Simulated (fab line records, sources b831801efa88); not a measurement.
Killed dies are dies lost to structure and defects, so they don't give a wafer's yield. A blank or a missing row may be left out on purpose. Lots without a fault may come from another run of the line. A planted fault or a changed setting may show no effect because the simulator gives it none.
Problem report in the 8D (eight disciplines) form, filled by code | flow gf180mcu | the parts of the form that need people (team, actions taken, sign-off) are left out

1. THE PROBLEM
spin_speed_rpm at GF_MIM_COAT_14 reads a mean of 3962.8 rpm on 6 wafers of 2 lots; wafers without a fault read 3000.0 rpm with a standard deviation of 2.1. That is +99 or more standard deviations from the usual mean.
The step: resist thk 1000 nm.
First seen on wafer L601.1, day 30 01:46, on litho_track-01. The record holds 36 wafers of 12 lots with a number at this step. Rule for "out", or "out of limits": more than 4 standard deviations from the usual mean. The other wafers with a number count as sound.

2. WHAT IT IS AND WHAT IT IS NOT
question                    | is                     | is not
which readings at this step | spin_speed_rpm         | -
which lots                  | L601, L602             | L585, L586, L589, L590, L591, L595, L597, L603, L605, L608
which wafers of those lots  | all that have a number | -
read on which tools         | litho_track-01         | litho_track-02, litho_track-03
when                        | from day 30 01:46      | up to then (21 sound wafers); but 9 sound wafers of L603, L605, L608 came after

3. SUSPECTS, AND WHAT RULES EACH OUT
Counting: a tool at a process step up to the reading stays a suspect if it ran every lot that is out and no sound lot after the first of them.
- litho_track-01 at GF_MIM_COAT_14 (resist thk 1000 nm): kept. It ran every lot that is out, first L601 (day 30 01:46), and no sound lot after that; its last sound lot up to then is L597 (day 28 19:31). Its own readings are out on those wafers: spin_speed_rpm.
Left after counting: litho_track-01 at GF_MIM_COAT_14.

4. THE CAUSE (what the simulator had put in)
Process parameter drift: litho_track-01, from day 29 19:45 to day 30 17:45, at GF_MIM_COAT_14. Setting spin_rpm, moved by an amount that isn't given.
Counting left only this tool.

5. THE CHAIN OF EFFECTS, in route order
Each row: a reading whose mean over the struck wafers that have a number lies more than 3 standard deviations from the usual. Only readings for which the record gives a usual standard deviation are gone through. hours: the time from each lot's start at the first step in this table that gives one to its start at this step, as a median over the lots. sigmas: the change in usual standard deviations.
hours | step            | reading                  | usual      | on struck wafers | change | sigmas
0     | GF_MIM_COAT_14  | spin_speed_rpm           | 3000.0 rpm | 3962.8           | +962.8 | +99 or more
9     | GF_MIM_STRIP_20 | oes_product_au           | 0.693 a.u. | 0.631            | -0.062 | -12
9     | GF_MIM_STRIP_20 | strip_time_to_endpoint_s | 11.25 s    | 9.72             | -1.53  | -41
The process steps in it:
- GF_MIM_COAT_14: resist thk 1000 nm.
- GF_MIM_STRIP_20: strips in O2/N2.

6. WHAT WOULD HAVE CAUGHT IT SOONER
In this record the first reading out of limits was taken at day 30 01:46, 6 hours after the fault began at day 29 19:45.
